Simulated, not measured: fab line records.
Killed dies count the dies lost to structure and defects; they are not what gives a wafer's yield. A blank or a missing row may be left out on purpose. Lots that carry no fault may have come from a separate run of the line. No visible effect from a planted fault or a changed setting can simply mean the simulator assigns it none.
Which tool is to blame?    flow sky130    Sampling: 12 lots, 36 wafers, 6 of 708 route steps

== WHAT EACH GAUGE READ, for each wafer ==
SKY_NWELL_RS_MEAS_31: a four-point-probe measurement. Usual: PWDE_RS typically reads 5278 ohm/sq, with standard deviation 17.
lot   measured      on             PWDE_RS (ohm/sq)  flag
L550  day 5 09:11   film_metro-04  5258 5281 5282    
L551  day 5 13:23   film_metro-04  5296 5280 5306    
L552  day 5 22:15   film_metro-02  5286 5245 5264    
L555  day 6 15:08   film_metro-03  5261 5252 5258    
L556  day 6 21:46   film_metro-04  5279 5285 5288    
L557  day 7 03:40   film_metro-04  5265 5277 5269    
L558  day 7 09:59   film_metro-03  5296 5295 5302    
L561  day 8 02:08   film_metro-04  5314 5297 5295    
L563  day 8 13:53   film_metro-04  5283 5270 5274    
L571  day 10 19:41  film_metro-02  5253 5239 5255    
L572  day 10 22:13  film_metro-02  5296 5285 5309    
L573  day 11 05:43  film_metro-03  5270 5280 5277    

SKY_SONOS_TUNNEL_TW_MEAS_12. Usual: SONOS_TUNNEL_TW typically reads 198, with standard deviation 3.4.
lot   measured      on             SONOS_TUNNEL_TW  flag
L550  day 11 10:43  film_metro-03  199 199 200      
L551  day 11 13:56  film_metro-01  203 203 203      
L552  day 12 01:56  film_metro-03  198 197 199      
L555  day 13 01:47  film_metro-04  195 195 195      
L556  day 13 12:20  film_metro-01  200 200 200      
L557  day 13 18:44  film_metro-01  200 201 201      
L558  day 14 02:49  film_metro-01  202 201 201      
L561  day 15 00:51  film_metro-04  193 193 192      
L563  day 15 15:59  film_metro-04  193 193 193      
L571  day 18 13:41  film_metro-01  203 204 204      
L572  day 18 16:29  film_metro-03  197 197 197      
L573  day 19 01:54  film_metro-03  198 198 197      

SKY_LDD_P_CD_MEAS_07: the cd target is 380 nm. Usual: 378.8 nm for cd_nm, sd 2.4.
lot   measured      on         cd_nm (nm)         flag
L550  day 18 21:39  cd_sem-02  377.5 378.2 379.0  
L551  day 18 22:32  cd_sem-01  384.0 385.7 381.9  
L552  day 19 21:53  cd_sem-01  377.9 377.8 377.1  
L555  day 21 05:52  cd_sem-01  375.7 376.6 376.5  
L556  day 21 15:51  cd_sem-01  378.7 377.4 376.2  
L557  day 22 01:11  cd_sem-02  382.0 381.5 384.0  
L558  day 22 02:47  cd_sem-02  379.4 380.6 379.9  
L561  day 23 06:45  cd_sem-01  350.6 351.4 352.4  OFF
L563  day 24 05:02  cd_sem-02  352.0 351.8 351.1  OFF
L571  day 26 19:00  cd_sem-02  376.7 377.7 378.0  
L572  day 26 21:02  cd_sem-01  377.3 377.7 376.0  
L573  day 27 01:35  cd_sem-01  380.1 382.0 379.6  

SKY_LI_CONTACT_BOW_MEAS_03. Usual: LI_CONTACT_BOW typically reads 55 um, with standard deviation 6.4.
lot   measured      on             LI_CONTACT_BOW (um)  flag
L550  day 27 18:46  film_metro-02  61 51 49             
L551  day 27 22:08  film_metro-02  57 45 44             
L552  day 28 18:04  film_metro-02  63 59 61             
L555  day 29 23:56  film_metro-02  50 56 54             
L556  day 30 09:37  film_metro-04  50 59 54             
L557  day 30 18:02  film_metro-02  62 46 62             
L558  day 30 18:28  film_metro-04  63 58 52             
L561  day 31 20:16  film_metro-04  53 52 58             
L563  day 32 17:58  film_metro-01  59 60 66             
L571  day 35 01:41  film_metro-01  47 52 49             
L572  day 35 04:55  film_metro-02  48 48 50             
L573  day 35 09:17  film_metro-04  47 51 62             

== WHICH TOOL RAN EACH LOT (tool, then ch and the chambers of the sampled wafers, then the start) ==
lot   SKY_LDD_P_COAT_02                  SKY_LDD_P_STRIP_10
L550  litho_track-03 ch 0, day 18 06:35  plasma_asher-02 ch 0,1, day 18 21:57
L551  litho_track-03 ch 0, day 18 07:32  plasma_asher-01 ch 0,1, day 18 22:50
L552  litho_track-01 ch 0, day 19 05:30  plasma_asher-03 ch 0,1, day 19 22:11
L555  litho_track-02 ch 0, day 20 14:04  plasma_asher-02 ch 0,1, day 21 06:09
L556  litho_track-03 ch 0, day 21 00:50  plasma_asher-02 ch 0,1, day 21 16:09
L557  litho_track-02 ch 0, day 21 10:32  plasma_asher-03 ch 0,1, day 22 01:29
L558  litho_track-01 ch 0, day 21 12:06  plasma_asher-02 ch 0, day 22 03:05
L561  litho_track-01 ch 0, day 22 16:15  plasma_asher-03 ch 0,1, day 23 07:03
L563  litho_track-01 ch 0, day 23 14:03  plasma_asher-03 ch 0,1, day 24 05:20
L571  litho_track-01 ch 0, day 26 04:06  plasma_asher-02 ch 0,1, day 26 19:18
L572  litho_track-03 ch 0, day 26 06:26  plasma_asher-03 ch 0, day 26 21:20
L573  litho_track-02 ch 0, day 26 11:17  plasma_asher-03 ch 0,1, day 27 01:53
- SKY_LDD_P_COAT_02: resist thk 1140 nm.
- SKY_LDD_P_STRIP_10: strips in O2/N2.

== AS READ BY THE TOOLS THEMSELVES (means over the sampled wafers that have a number; for cases with no such wafer, the mark the record gives instead) ==
SKY_LDD_P_STRIP_10. Usual: drypump_motor_current_A 5.7 A, standard deviation 0.53; oes_product_au 0.715 a.u., standard deviation 0.0042; strip_time_to_endpoint_s 14.18 s, standard deviation 0.039.
lot   tool             drypump_motor_current_A (A)  oes_product_au (a.u.)  strip_time_to_endpoint_s (s)  flag
L550  plasma_asher-02  5.6                          0.716                  14.13                         
L551  plasma_asher-01  5.6                          0.716                  14.20                         
L552  plasma_asher-03  5.5                          0.716                  14.19                         
L555  plasma_asher-02  5.5                          0.713                  14.19                         
L556  plasma_asher-02  5.5                          0.716                  14.11                         
L557  plasma_asher-03  6.0                          0.713                  14.23                         
L558  plasma_asher-02  5.7                          0.719                  14.20                         
L561  plasma_asher-03  6.0                          0.715                  17.77                         OFF
L563  plasma_asher-03  5.5                          0.711                  17.80                         OFF
L571  plasma_asher-02  5.5                          0.714                  14.20                         
L572  plasma_asher-03  6.5                          0.711                  14.24                         
L573  plasma_asher-03  5.5                          0.716                  14.15                         

== THE ANSWER, worked out from the rows above alone ==
Rule: a lot is off if the mean of its wafers that have a number lies more than 3 standard deviations from the usual mean. A lot without any number at a reading at which 4 lots or more have one is off too. Where the step has rows for the other lots, those lots are counted as sound. The gauges are gone through in route order, then the tools' own readings, and for those a lot's mean is taken as printed above. The first step at which some lot is off is used, and at that step the reading that is off furthest; a lot without a number counts as furthest.
Off, at SKY_LDD_P_CD_MEAS_07 on cd_nm: L561, L563.
A tool fits if, at a process step before that reading, it ran every lot that is off, and no sound lot after the first of them. The gauges at SKY_LDD_P_CD_MEAS_07 aren't tried: what is off there is off at SKY_LDD_P_STRIP_10 too, on other tools, and a gauge's error can't cause that. No candidate that was tried fits.

== WHAT THE SIMULATOR HAD PUT IN ==
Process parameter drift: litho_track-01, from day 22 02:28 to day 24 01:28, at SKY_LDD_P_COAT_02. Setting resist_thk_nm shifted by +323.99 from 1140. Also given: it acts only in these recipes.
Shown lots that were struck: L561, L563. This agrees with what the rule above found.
